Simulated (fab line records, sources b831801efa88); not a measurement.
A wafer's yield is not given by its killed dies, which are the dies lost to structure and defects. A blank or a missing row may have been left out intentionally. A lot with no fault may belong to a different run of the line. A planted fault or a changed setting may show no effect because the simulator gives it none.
Problem report in the 8D (eight disciplines) form, filled by code | flow gf180mcu | the parts of the form that need people (team, actions taken, sign-off) are left out

## 1. THE ISSUE
CONTACT_W_RS at GF_CONTACT_RS_MEAS_25 reads a mean of 0.615 ohm/sq on 2 wafers of 2 lots; wafers without a fault read 0.379 ohm/sq with a standard deviation of 0.0033. That is +72 standard deviations from the usual mean.
The step: measures by four-point-probe.
Seen first at day 21 00:40 on film metro-01, wafer L532.5. The record holds 35 wafers of 12 lots with a number at this step. Rule for "out", or "out of limits": more than 4 standard deviations from the usual mean. The rest of the wafers with a number are treated as sound.

## 2. WHAT IT IS, AND WHAT IT ISN'T
question                    | is                | is not
which readings at this step | CONTACT_W_RS      | -
which lots                  | L532, L534        | L519, L520, L521, L522, L523, L528, L529, L531, L540, L542
which wafers of those lots  | L532.5, L534.2    | L532.3, L532.4, L534.1
read on which gauges        | film metro-01     | film metro-03, film metro-04
when                        | from day 21 00:40 | up to then (26 sound wafers); but 7 sound wafers of L534, L540, L542 came after

## 3. THE SUSPECTS, EACH WITH WHAT RULES IT OUT
Counting: a tool at a process step up to the reading stays a suspect if it ran every lot that is out. Sound lots after the first of them don't rule it out here, since some wafers of a struck lot are sound.
- the gauge at GF_CONTACT_RS_MEAS_25: ruled out. All the wafers that are out were read on film metro-01, but those of them that GF_CONTACT_CMP_27 has rows for are out there too, on other tools.
- pecvd-03 at GF_CONTACT_CVD_02 (deposits SiO2 from TEOS, target thk 860 nm, time 95.992 s): kept. It processed each lot that is out (first: L532, day 19 22:55); up to then, its last sound lot is L531 (day 19 06:35).
- cvd w-02 at GF_CONTACT_CVD_24 (deposits W, target thk 300 nm, time 90.339 s): kept. It processed each lot that is out (first: L532, day 21 00:34); up to then, its last sound lot is L531 (day 20 08:22).
The count leaves cvd w-02 at GF_CONTACT_CVD_24 and pecvd-03 at GF_CONTACT_CVD_02.

## 4. THE CAUSE (what the simulator had put in)
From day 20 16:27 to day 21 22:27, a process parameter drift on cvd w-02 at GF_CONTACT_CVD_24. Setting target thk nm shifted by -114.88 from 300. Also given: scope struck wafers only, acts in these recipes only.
Of the 2 suspects that counting leaves, this tool is one.

## 5. THE EFFECT CHAIN, in route order
One row per reading whose mean, taken over the struck wafers that have a number, lies over 3 standard deviations from the usual. Only readings for which the record gives a usual standard deviation are gone through. hours: the time from each lot's start at the first step in this table that gives one to its start at this step, as a median over the lots. sigmas: the change in usual standard deviations.
hours | step                   | reading            | usual        | on struck wafers | change | sigmas
0     | GF_CONTACT_RS_MEAS_25  | CONTACT_W_RS       | 0.379 ohm/sq | 0.615            | +0.236 | +72
0     | GF_CONTACT_THK_MEAS_26 | CONTACT_W_THK      | 301 nm       | 184              | -116   | -30
0     | GF_CONTACT_CMP_27      | time to endpoint s | 73.3 s       | 45.3             | -28.0  | -11
Here are the process steps it includes:
- GF_CONTACT_CMP_27: polishes, stops on SiO2, t overpolish 15 s, target thk 0 nm.

## 6. WHAT WOULD HAVE CAUGHT IT SOONER
In this record the first reading out of limits at a measuring or inspecting step was taken at day 21 00:40, 8 hours after the fault began at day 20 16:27.
Tool readings at GF_CONTACT_CVD_24 with a usual standard deviation given in the record: none out on any struck wafer, hence no alarm at a limit of 4 standard deviations on them.
L534, from the lots that are out (2), started GF_CONTACT_CVD_24 on cvd w-02 later than day 21 00:40. It would have been spared by a hold on the tool at that moment.
